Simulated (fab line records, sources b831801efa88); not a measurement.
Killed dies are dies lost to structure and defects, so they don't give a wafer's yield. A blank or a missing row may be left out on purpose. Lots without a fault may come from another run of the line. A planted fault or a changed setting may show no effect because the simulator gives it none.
One fault seen from 2 desks | flow sky130 | each desk has only its own numbers; what lay behind them comes last

THE METROLOGY DESK
What the gauges read, lot by lot, whatever tool the lot ran on: means of the sampled wafers that have a number. A lot is out of limits, marked OUT, if its mean lies more than 4 standard deviations from the usual mean; the brackets give that distance.
Columns: A = cd_nm at SKY_METAL3_CD_MEAS_13, usual 300.5 nm; B = METAL3_OVL at SKY_METAL3_OVL_MEAS_14, usual -1 nm
lot  | first seen here | A     | B
L971 | day 39 20:41    | 300.5 | -2
L972 | day 39 21:38    | 300.2 | -7
L974 | day 40 19:48    | 298.5 | 4
L976 | day 41 07:04    | 301.0 | -0
L983 | day 43 05:03    | 300.9 | 2
L986 | day 44 03:51    | 299.1 | -3
L987 | day 44 10:20    | 301.6 | -6
This desk's finding: nothing out of limits on any of the 7 lots.

THE TOOL OWNER'S DESK: rie_diel-01
The tool's own readings at SKY_METAL3_ETCH_17 (etches SiO2 in C4F8/O2/Ar, stops on TiN, time 3.9 s, target depth 15 nm): means of the sampled wafers that have a number, for each lot that ran on this tool. A lot is out of limits, marked OUT, if its mean lies more than 4 standard deviations from the usual mean; the brackets give that distance.
Columns: A = oes_product_au at SKY_METAL3_ETCH_17, usual 0.754 a.u.
lot  | first seen here | A
L972 | day 39 21:55    | 0.750
L974 | day 40 20:02    | 0.768
L976 | day 41 07:18    | 0.747
L987 | day 44 10:35    | 0.753
This desk's finding: nothing out of limits on any of the 4 lots.

PUT TOGETHER
The metrology desk saw nothing out of limits.
The tool owner's desk saw nothing out of limits.

WHAT THE SIMULATOR HAD PUT IN
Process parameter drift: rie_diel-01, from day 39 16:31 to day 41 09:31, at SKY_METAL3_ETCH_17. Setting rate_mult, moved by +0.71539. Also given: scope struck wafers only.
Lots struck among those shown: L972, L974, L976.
